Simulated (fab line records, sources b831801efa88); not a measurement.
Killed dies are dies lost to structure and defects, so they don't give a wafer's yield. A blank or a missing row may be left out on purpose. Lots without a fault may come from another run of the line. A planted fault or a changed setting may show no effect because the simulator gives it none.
One fault seen from 2 desks | flow gf180mcu | each desk has only its own numbers; what lay behind them comes last

THE METROLOGY DESK
What the gauges read, lot by lot, whatever tool the lot ran on: means of the sampled wafers that have a number. A lot is out of limits, marked OUT, if its mean lies more than 4 standard deviations from the usual mean; the brackets give that distance.
Columns: A = SAB_OVL at GF_SAB_OVL_MEAS_10, usual -0.4 nm; B = SALICIDE_TIN_RS at GF_SALICIDE_RS_MEAS_04, usual 16.3 ohm/sq; C = M1_ALCU_THK at GF_M1_THK_MEAS_06, usual 450 nm
lot  | first seen here | A    | B    | C
L501 | day 14 22:43    | -1.3 | 16.6 | 449
L502 | day 15 18:16    | 0.3  | 15.9 | 455
L504 | day 16 00:38    | 0.2  | 16.8 | 452
L505 | day 16 18:49    | -0.7 | 16.1 | 449
L509 | day 18 02:21    | -2.1 | 16.0 | 454
L510 | day 18 13:33    | -1.0 | 16.6 | 456
L511 | day 18 19:32    | 0.7  | 16.3 | 436
L519 | day 21 17:25    | 0.2  | 16.9 | 453
L520 | day 21 22:25    | -0.5 | 16.6 | 451
L521 | day 22 04:25    | 0.1  | 16.4 | 459
L522 | day 22 13:10    | -1.1 | 16.0 | 447
L523 | day 22 20:47    | -1.3 | 16.3 | 443
This desk's finding: nothing out of limits on any of the 12 lots.

THE TOOL OWNER'S DESK: pvd_sputter-04
The tool's own readings at GF_M1_SPUTTER_04 (material TiN, target thk 50 nm, time 41.7 s): means of the sampled wafers that have a number, for each lot that ran on this tool. A lot is out of limits, marked OUT, if its mean lies more than 4 standard deviations from the usual mean; the brackets give that distance.
Columns: A = cathode_dc_power_W at GF_M1_SPUTTER_04, usual 6500.0 W; B = throttle_valve_pct at GF_M1_SPUTTER_04, usual 30.1 %
lot  | first seen here | A      | B
L501 | day 15 23:38    | 6499.7 | 30.1
L502 | day 16 20:08    | 6499.9 | 29.7
L509 | day 19 05:47    | 6499.4 | 29.9
L510 | day 19 17:49    | 6499.4 | 30.1
L511 | day 19 22:35    | 6500.3 | 29.9
This desk's finding: nothing out of limits on any of the 5 lots.

PUT TOGETHER
The metrology desk saw nothing out of limits.
The tool owner's desk saw nothing out of limits.

WHAT THE SIMULATOR HAD PUT IN
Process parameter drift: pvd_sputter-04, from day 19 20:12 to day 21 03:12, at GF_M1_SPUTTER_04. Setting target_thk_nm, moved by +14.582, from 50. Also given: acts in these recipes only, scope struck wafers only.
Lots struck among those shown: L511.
